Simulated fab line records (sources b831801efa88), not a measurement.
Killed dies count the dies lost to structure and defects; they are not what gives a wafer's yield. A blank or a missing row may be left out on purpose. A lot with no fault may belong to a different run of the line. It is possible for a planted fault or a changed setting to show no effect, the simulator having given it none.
Which tool was responsible? :: flow gf180mcu :: 36 wafers from 12 lots sampled at 2 of the route's 602 steps

== WHAT THE GAUGES SHOWED, per wafer ==
GF_SAB_CD_MEAS_09: target cd 420 nm.
lot: L356
measured: day 15 07:01
on: cd-sem-01
cd-nm (nm): 417.1 417.3 417.7

lot: L358
measured: day 16 00:04
on: cd-sem-01
cd-nm (nm): 420.6 420.4 421.6

lot: L362
measured: day 17 17:39
on: cd-sem-01
cd-nm (nm): 448.9 447.5 448.0 449.1 447.6 448.2

lot: L367
measured: day 19 04:59
on: cd-sem-01
cd-nm (nm): 419.3 420.6 419.1

lot: L369
measured: day 20 04:15
on: cd-sem-02
cd-nm (nm): 419.4 420.1 418.7

lot: L370
measured: day 20 17:08
on: cd-sem-01
cd-nm (nm): 415.1 416.9 414.9

lot: L371
measured: day 20 19:59
on: cd-sem-02
cd-nm (nm): 420.7 419.7 420.5

lot: L372
measured: day 20 23:23
on: cd-sem-01
cd-nm (nm): 419.6 418.6 420.5

lot: L374
measured: day 21 14:10
on: cd-sem-01
cd-nm (nm): 416.8 416.8 415.6

lot: L375
measured: day 21 20:28
on: cd-sem-02
cd-nm (nm): 419.2 421.0 419.6

lot: L376
measured: day 22 05:46
on: cd-sem-02
cd-nm (nm): 416.9 416.0 416.3

lot: L378
measured: day 23 08:31
on: cd-sem-02
cd-nm (nm): 420.6 418.2 421.3

== TOOL THAT RAN EACH LOT (tool first, then ch and the chambers of the sampled wafers, then the start) ==
lot: L356
GF_SAB_EXPOSE_06: iline-stepper-02 ch 0, day 14 20:53

lot: L358
GF_SAB_EXPOSE_06: iline-stepper-02 ch 0, day 15 12:47

lot: L362
GF_SAB_EXPOSE_06: iline-stepper-02 ch 0, day 17 05:58

lot: L367
GF_SAB_EXPOSE_06: iline-stepper-01 ch 0, day 18 16:58

lot: L369
GF_SAB_EXPOSE_06: iline-stepper-01 ch 0, day 19 16:03

lot: L370
GF_SAB_EXPOSE_06: iline-stepper-02 ch 0, day 20 05:47

lot: L371
GF_SAB_EXPOSE_06: iline-stepper-02 ch 0, day 20 08:44

lot: L372
GF_SAB_EXPOSE_06: iline-stepper-02 ch 0, day 20 11:59

lot: L374
GF_SAB_EXPOSE_06: iline-stepper-01 ch 0, day 21 02:10

lot: L375
GF_SAB_EXPOSE_06: iline-stepper-01 ch 0, day 21 09:22

lot: L376
GF_SAB_EXPOSE_06: iline-stepper-01 ch 0, day 21 17:54

lot: L378
GF_SAB_EXPOSE_06: iline-stepper-01 ch 0, day 22 21:19
- GF_SAB_EXPOSE_06: exposes mask SAB, target cd 420 nm.

== AS READ BY THE TOOLS THEMSELVES (means over the sampled wafers that have a number; for cases with no such wafer, the mark the record gives instead) ==
The record holds no such reading with a usual standard deviation.

== THE ANSWER, worked out from the rows above alone ==
Rule: usual is defined by the lots themselves. The widest of any qualifying gaps counts: lots, ordered by their means at a reading, are off when they make up no more than a third of the lots, leave a main group of 4 or more, and stand apart from it by 3 or more times the standard deviation of that group's means. Not used: any main group whose means are identical at the precision the tables above print for the reading. A lot without any number at a reading at which 4 lots or more have one is off too. Any other lot the step has rows for is counted as sound. First the gauges in route order, then the tools' own readings, where a lot's mean is used as printed above. The first step at which some lot is off is used, and at that step the reading that is off furthest; a lot without a number counts as furthest.
Off, at GF_SAB_CD_MEAS_09 on cd-nm: L362. The main group: mean 418.7 nm, standard deviation 1.8.
If a tool, at a process step before that reading, ran all the lots that are off and no sound lot after the first of them, it fits. Gauges at GF_SAB_CD_MEAS_09: tried the same way as those tools. Not one of the candidates tried fits.

== WHAT THE SIMULATOR PUT IN ==
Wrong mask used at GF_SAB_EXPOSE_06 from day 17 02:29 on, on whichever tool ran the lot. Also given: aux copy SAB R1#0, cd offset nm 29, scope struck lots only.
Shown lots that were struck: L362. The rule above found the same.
